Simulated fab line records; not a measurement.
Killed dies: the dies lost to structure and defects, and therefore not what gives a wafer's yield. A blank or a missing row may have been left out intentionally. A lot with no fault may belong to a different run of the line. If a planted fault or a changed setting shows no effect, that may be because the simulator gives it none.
Code-filled problem report in 8D (eight disciplines) form | flow sfqLine | the parts of the form that need people (team, actions taken, sign-off) are left out

1. WHAT WENT WRONG
A mean of 251.3 nm is read at SFQ_TRILAYER_I1_METRO_MEASURE_047 for thkNm, taken on 1 wafer of 1 lot, against 199.0 nm (standard deviation 1.4) on wafers free of any fault. That is +37 standard deviations from the usual mean.
Seen first at day 18 14:56 on filmMetro-02, wafer L950.5. The record has a number at this step for 39 wafers belonging to 13 lots. By rule, "out" or "out of limits" means more than 4 standard deviations away from the usual mean. The other wafers with a number count as sound.

2. WHAT IT IS, WHAT IT ISN'T
question                    | is                | is not
which readings at this step | thkNm             | -
which lots                  | L950              | L933, L934, L935, L936, L937, L938, L939, L940, L944, L945, L948, L954
which wafers of those lots  | L950.5            | L950.4, L950.6
read on which tools         | filmMetro-02      | filmMetro-01, filmMetro-03
when                        | from day 18 14:56 | up to then (35 sound wafers); but 3 sound wafers of L954 came after

3. WHAT RULES OUT EACH SUSPECT
Counting: a tool at a process step up to the reading stays a suspect if it ran every lot that is out. Sound lots after the first of them don't rule it out here, since some wafers of a struck lot are sound.
- cmp-01 at SFQ_TRILAYER_I1_CMP_CMP_046 (polishes SiO2): kept. The lot that is out, L950, ran on it at day 18 12:43; the last sound lot it ran before that was L945, at day 17 03:07.
- filmMetro-02 at SFQ_TRILAYER_I1_METRO_MEASURE_047: kept. The lot that is out, L950, ran on it at day 18 14:56; the last sound lot it ran before that was L939, at day 15 11:41. Its own thkNm readings are out on those wafers.
- In cmp-01 at SFQ_TRILAYER_I1_CMP_CMP_046, the wafers that are out were processed in chamber 0 and their sound lot-mates in chambers 1, 3.
After counting, cmp-01 at SFQ_TRILAYER_I1_CMP_CMP_046 and filmMetro-02 at SFQ_TRILAYER_I1_METRO_MEASURE_047 remain.

4. THE CAUSE (what the simulator had put in)
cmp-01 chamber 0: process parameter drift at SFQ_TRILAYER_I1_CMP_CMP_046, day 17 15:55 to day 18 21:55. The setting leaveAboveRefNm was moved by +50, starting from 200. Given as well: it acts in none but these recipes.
This tool is one of the 2 suspects left after counting.

5. THE EFFECT CHAIN, in route order
Each row: a reading whose mean over the struck wafers that have a number lies more than 3 standard deviations from the usual. Readings are gone through only where the record gives a usual standard deviation; hours: the median, over the lots, of the time from a lot's start at the first step in this table giving one to that lot's start at this step; sigmas: the change measured in usual standard deviations.
hours | step                                  | reading      | usual      | on struck wafers | change | sigmas
0     | SFQ_TRILAYER_I1_METRO_MEASURE_047     | thkNm        | 199.0 nm   | 251.3            | +52.3  | +37
128   | SFQ_TRILAYER_I1_VIA_ETCH_VIA_ETCH_052 | oesProductAu | 0.852 a.u. | 0.969            | +0.117 | +21
The process steps in it:
- SFQ_TRILAYER_I1_METRO_MEASURE_047
- SFQ_TRILAYER_I1_VIA_ETCH_VIA_ETCH_052: etches SiO2 in CHF3, stops on Nb, target depth 260 nm.

6. WHAT WOULD HAVE CAUGHT IT SOONER
In this record no reading fell out of limits until day 18 14:56, 23 hours after the fault had begun at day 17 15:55.
Of the tool readings at SFQ_TRILAYER_I1_CMP_CMP_046 for which the record gives a usual standard deviation, none was out on any struck wafer, so an alarm limit of 4 standard deviations on them would not have fired.
By day 18 14:56, every lot that is out (1) had started SFQ_TRILAYER_I1_CMP_CMP_046 on cmp-01. A hold on the tool at that time would have spared none of them.
